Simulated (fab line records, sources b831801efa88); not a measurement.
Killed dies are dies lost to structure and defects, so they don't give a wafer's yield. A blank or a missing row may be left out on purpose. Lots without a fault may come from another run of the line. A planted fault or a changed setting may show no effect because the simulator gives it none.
One fault seen from 2 desks | flow gf180mcu | each desk has only its own numbers; what lay behind them comes last

THE TOOL OWNER'S DESK: pvd_sputter-02
The tool's own readings at GF_TOP_METAL_SPUTTER_00 (material Ti, target thk 37.5 nm, time 150 s): means of the sampled wafers that have a number, for each lot that ran on this tool. A lot is out of limits, marked OUT, if its mean lies more than 4 standard deviations from the usual mean; the brackets give that distance.
Columns: A = cathode_dc_power_W at GF_TOP_METAL_SPUTTER_00, usual 4000.1 W; B = throttle_valve_pct at GF_TOP_METAL_SPUTTER_00, usual 29.8 %
lot  | first seen here | A                        | B
L823 | day 29 19:34    | 4000.1                   | 29.0
L826 | day 30 18:37    | 3776.2 (-99 or more) OUT | 29.4
L828 | day 31 07:01    | 3776.0 (-99 or more) OUT | 28.9
This desk's finding: out of limits on L826, L828; first on L826, day 30 18:37 (cathode_dc_power_W at GF_TOP_METAL_SPUTTER_00). In limits: L823.

THE METROLOGY DESK
What the gauges read, lot by lot, whatever tool the lot ran on: means of the sampled wafers that have a number. A lot is out of limits, marked OUT, if its mean lies more than 4 standard deviations from the usual mean; the brackets give that distance.
Columns: A = V5_OVL at GF_V5_OVL_MEAS_15, usual -6 nm; B = V5_W_RS at GF_V5_RS_MEAS_24, usual 0.3267 ohm/sq; C = V5_W_THK at GF_V5_THK_MEAS_25, usual 344 nm
lot  | first seen here | A   | B      | C
L819 | day 28 08:19    | -9  | 0.3271 | 341
L823 | day 29 18:10    | -9  | 0.3258 | 348
L826 | day 30 17:10    | -15 | 0.3295 | 344
L828 | day 31 05:36    | 2   | 0.3251 | 346
L830 | day 31 11:36    | -7  | 0.3247 | 347
L831 | day 31 22:58    | -5  | 0.3275 | 346
This desk's finding: nothing out of limits on any of the 6 lots.

PUT TOGETHER
The tool owner's desk could have raised an alarm at day 30 18:37, on L826, L828.
The metrology desk saw nothing out of limits.
The metrology desk has L826, L828 on record, within its limits.
Of the lots named, all ran GF_TOP_METAL_SPUTTER_00 on pvd_sputter-02.

WHAT THE SIMULATOR HAD PUT IN
Process parameter drift: pvd_sputter-02, from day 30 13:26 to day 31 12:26, at GF_TOP_METAL_SPUTTER_00. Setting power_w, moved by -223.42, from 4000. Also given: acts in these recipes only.
Lots struck among those shown: L826, L828.
Hours from the fault's start to each desk's first reading out of limits: the tool owner's desk, 5.
